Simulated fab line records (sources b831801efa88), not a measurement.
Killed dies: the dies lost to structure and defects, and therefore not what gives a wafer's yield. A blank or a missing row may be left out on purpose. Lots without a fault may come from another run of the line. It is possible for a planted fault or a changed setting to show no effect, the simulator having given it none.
One fault through the eyes of 2 desks	flow gf180mcu	only its own numbers are on each desk; what lay behind them is given at the end

METROLOGY DESK
Lot by lot, what the gauges showed, no matter which tool ran the lot: averages of those sampled wafers that carry a number. Marked OUT: a lot whose mean sits more than 4 standard deviations from the usual mean, which makes it out of limits; the brackets give that distance.
Columns: A = cd nm at GF_M5_CD_MEAS_07, usual 279.8 nm; B = V5_CVD_00_THK at GF_V5_THK_MEAS_01, usual 302 nm
lot	first seen here	A	B
L618	day 26 06:01	278.9	306
L619	day 26 16:10	277.8	301
L621	day 27 04:00	279.2	305
L620	day 27 06:22	282.3	299
L627	day 29 04:01	280.7	300
L632	day 30 15:57	280.4	302
L634	day 31 02:03	281.4	296
L635	day 31 08:58	279.6	300
L636	day 31 14:32	279.2	301
L638	day 32 07:29	279.7	303
L640	day 32 15:59	277.7	306
L639	day 32 16:22	282.5	300
L641	day 32 20:48	278.3	299
This desk's verdict: no lot among the 13 shows anything out of limits.

TOOL OWNER'S DESK, rie metal-01
The tool's own readings at GF_M5_METAL_ETCH_10 (etches the open film in Cl2/BCl3, stops on SiO2, target depth 750.8 nm, time 125.1 s): means of the sampled wafers that have a number, for each lot that ran on this tool. Marked OUT: a lot whose mean sits more than 4 standard deviations from the usual mean, which makes it out of limits; the brackets give that distance.
Columns: A = drypump motor current A at GF_M5_METAL_ETCH_10, usual 5.8 A; B = mfc cl2 sccm at GF_M5_METAL_ETCH_10, usual 79.98 sccm; C = oes product au at GF_M5_METAL_ETCH_10, usual 0.993 a.u.; D = throttle valve pct at GF_M5_METAL_ETCH_10, usual 28.227 %
lot	first seen here	A	B	C	D
L618	day 26 06:11	6.3	79.97	0.993	28.235
L621	day 27 04:10	5.4	79.81	0.991	28.222
L627	day 29 04:11	5.9	79.94	0.940 (-8.7) OUT	28.284 (+5.7) OUT
L640	day 32 16:08	5.9	80.09	0.996	28.227
This desk's verdict: out of limits on L627, starting with L627 at day 29 04:11 (oes product au at GF_M5_METAL_ETCH_10). L618, L621, L640: within limits.

PUT TOGETHER
On L627, at day 29 04:11, an alarm was possible from the tool owner's desk.
Metrology desk: nothing out of limits seen.
The metrology desk has L627 on record, within its limits.
On rie metal-01, each named lot ran GF_M5_METAL_ETCH_10.

WHAT HAD BEEN PUT IN BY THE SIMULATOR
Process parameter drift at GF_M5_METAL_ETCH_10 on rie metal-01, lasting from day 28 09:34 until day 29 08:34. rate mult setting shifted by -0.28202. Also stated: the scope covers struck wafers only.
Struck lots among those shown: L627.
Delay in hours, fault start to first out-of-limits reading, by desk: the tool owner's desk at 19.
